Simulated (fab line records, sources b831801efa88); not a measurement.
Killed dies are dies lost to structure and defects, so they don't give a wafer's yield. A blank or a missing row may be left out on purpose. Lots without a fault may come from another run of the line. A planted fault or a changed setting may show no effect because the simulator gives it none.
One fault seen from 2 desks | flow gf180mcu | each desk has only its own numbers; what lay behind them comes last

THE METROLOGY DESK
What the gauges read, lot by lot, whatever tool the lot ran on: means of the sampled wafers that have a number. A lot is out of limits, marked OUT, if its mean lies more than 4 standard deviations from the usual mean; the brackets give that distance.
Columns: A = V2_CVD_02_THK at GF_V2_THK_MEAS_03, usual 850 nm
lot  | first seen here | A
L867 | day 19 03:53    | 851
L870 | day 20 12:42    | 844
L873 | day 21 18:16    | 846
L874 | day 22 05:18    | 853
L876 | day 22 19:19    | 858
L879 | day 24 02:48    | 837
L880 | day 24 04:26    | 849
L883 | day 25 04:22    | 838
L885 | day 25 16:35    | 854
L886 | day 25 22:48    | 849
L889 | day 26 18:52    | 845
L890 | day 27 01:37    | 854
This desk's finding: nothing out of limits on any of the 12 lots.

THE TOOL OWNER'S DESK: litho_track-04
The tool's own readings at GF_LVPWELL_COAT_02 (resist thk 3000 nm): means of the sampled wafers that have a number, for each lot that ran on this tool. A lot is out of limits, marked OUT, if its mean lies more than 4 standard deviations from the usual mean; the brackets give that distance.
Columns: A = chill_plate_temp_C at GF_LVPWELL_COAT_02, usual 23.01 C; B = exhaust_pa at GF_LVPWELL_COAT_02, usual 45.1 Pa
lot  | first seen here | A     | B
L873 | day 5 00:28     | 22.88 | 44.3
L874 | day 5 05:30     | 23.28 | 46.4
L876 | day 5 15:58     | 22.99 | 44.9
L879 | day 6 08:04     | 22.90 | 45.2
L889 | day 8 16:09     | 23.10 | 45.6
This desk's finding: nothing out of limits on any of the 5 lots.

PUT TOGETHER
The metrology desk saw nothing out of limits.
The tool owner's desk saw nothing out of limits.

WHAT THE SIMULATOR HAD PUT IN
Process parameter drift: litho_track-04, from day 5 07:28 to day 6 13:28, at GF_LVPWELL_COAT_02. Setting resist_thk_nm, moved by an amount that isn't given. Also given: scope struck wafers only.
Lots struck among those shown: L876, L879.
